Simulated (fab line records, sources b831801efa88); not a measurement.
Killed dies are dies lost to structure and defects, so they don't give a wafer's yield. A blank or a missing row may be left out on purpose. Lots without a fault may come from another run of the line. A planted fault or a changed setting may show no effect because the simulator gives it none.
Problem report in the 8D (eight disciplines) form, filled by code | flow sfq_line | the parts of the form that need people (team, actions taken, sign-off) are left out

1. THE PROBLEM
exposure_dose_mJ_cm2 at SFQ_TRILAYER_M6_LITHO_EXPOSE_160 reads a mean of 9.923 on 12 wafers of 4 lots; wafers without a fault read 14.398 with a standard deviation of 0.017. That is -99 or more standard deviations from the usual mean.
The step: exposes mask M6, target cd 500 nm.
First seen on wafer L707.2, day 72 00:54, on krf_scanner-01. The record holds 48 wafers of 16 lots with a number at this step. Rule for "out", or "out of limits": more than 4 standard deviations from the usual mean. The other wafers with a number count as sound.

2. WHAT IT IS AND WHAT IT IS NOT
question                    | is                     | is not
which readings at this step | exposure_dose_mJ_cm2   | focus_offset_nm
which lots                  | L707, L708, L709, L710 | L694, L695, L696, L697, L698, L699, L701, L702, L703, L704, L705, L706
which wafers of those lots  | all that have a number | -
read on which tools         | krf_scanner-01         | -
when                        | from day 72 00:54      | up to then (36 sound wafers)

3. SUSPECTS, AND WHAT RULES EACH OUT
Counting: a tool at a process step up to the reading stays a suspect if it ran every lot that is out and no sound lot after the first of them.
- krf_scanner-01 at SFQ_TRILAYER_M6_LITHO_EXPOSE_160 (exposes mask M6, target cd 500 nm): kept. It ran every lot that is out, first L707 (day 72 00:54), and no sound lot after that; its last sound lot up to then is L706 (day 71 22:42). Its own readings are out on those wafers: exposure_dose_mJ_cm2.
Left after counting: krf_scanner-01 at SFQ_TRILAYER_M6_LITHO_EXPOSE_160.

4. THE CAUSE (what the simulator had put in)
Process parameter drift: krf_scanner-01, from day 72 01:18 on, at SFQ_TRILAYER_M6_LITHO_EXPOSE_160. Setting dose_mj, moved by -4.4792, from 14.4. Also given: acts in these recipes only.
Counting left only this tool.

5. THE CHAIN OF EFFECTS, in route order
Each row: a reading whose mean over the struck wafers that have a number lies more than 3 standard deviations from the usual. Only readings for which the record gives a usual standard deviation are gone through. hours: the time from each lot's start at the first step in this table that gives one to its start at this step, as a median over the lots. sigmas: the change in usual standard deviations.
hours | step                             | reading              | usual  | on struck wafers | change | sigmas
0     | SFQ_TRILAYER_M6_LITHO_EXPOSE_160 | exposure_dose_mJ_cm2 | 14.398 | 9.923            | -4.475 | -99 or more
The process steps in it:
- SFQ_TRILAYER_M6_LITHO_EXPOSE_160: exposes mask M6, target cd 500 nm.

6. WHAT WOULD HAVE CAUGHT IT SOONER
In this record the first reading out of limits was taken at day 72 00:54.
